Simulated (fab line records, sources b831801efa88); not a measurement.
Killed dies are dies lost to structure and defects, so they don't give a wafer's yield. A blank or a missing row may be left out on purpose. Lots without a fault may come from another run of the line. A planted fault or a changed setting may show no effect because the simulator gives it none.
One fault seen from 2 desks | flow gf180mcu | each desk has only its own numbers; what lay behind them comes last

THE METROLOGY DESK
What the gauges read, lot by lot, whatever tool the lot ran on: means of the sampled wafers that have a number. A lot is out of limits, marked OUT, if its mean lies more than 4 standard deviations from the usual mean; the brackets give that distance.
Columns: A = TOP_METAL_OVL at GF_TOP_METAL_OVL_MEAS_15, usual 1.0 nm
lot  | first seen here | A
L207 | day 28 07:12    | 2.9
L208 | day 28 10:16    | 1.1
L210 | day 29 03:55    | -0.4
L211 | day 29 12:38    | -0.2
L213 | day 30 05:05    | 0.4
L215 | day 30 19:09    | 1.4
L216 | day 30 23:24    | 2.6
L222 | day 32 16:13    | 2.2
L224 | day 33 02:14    | 1.0
L225 | day 33 08:53    | 1.3
L226 | day 33 13:23    | 0.5
L228 | day 33 23:41    | 1.6
L229 | day 34 07:14    | 1.8
L230 | day 34 08:13    | 0.2
This desk's finding: nothing out of limits on any of the 14 lots.

THE TOOL OWNER'S DESK: pecvd-03
The tool's own readings at GF_CONTACT_CVD_02 (deposits SiO2 from TEOS, target thk 860 nm, time 95.992 s): means of the sampled wafers that have a number, for each lot that ran on this tool. A lot is out of limits, marked OUT, if its mean lies more than 4 standard deviations from the usual mean; the brackets give that distance.
Columns: A = heater_power_w at GF_CONTACT_CVD_02, usual 631 W
lot  | first seen here | A
L208 | day 15 12:14    | 688
L210 | day 16 07:14    | 654
L211 | day 16 17:04    | 731
L215 | day 18 06:35    | 767
L216 | day 18 11:26    | 739
L225 | day 21 18:13    | 565
L228 | day 22 16:36    | 565
This desk's finding: nothing out of limits on any of the 7 lots.

PUT TOGETHER
The metrology desk saw nothing out of limits.
The tool owner's desk saw nothing out of limits.

WHAT THE SIMULATOR HAD PUT IN
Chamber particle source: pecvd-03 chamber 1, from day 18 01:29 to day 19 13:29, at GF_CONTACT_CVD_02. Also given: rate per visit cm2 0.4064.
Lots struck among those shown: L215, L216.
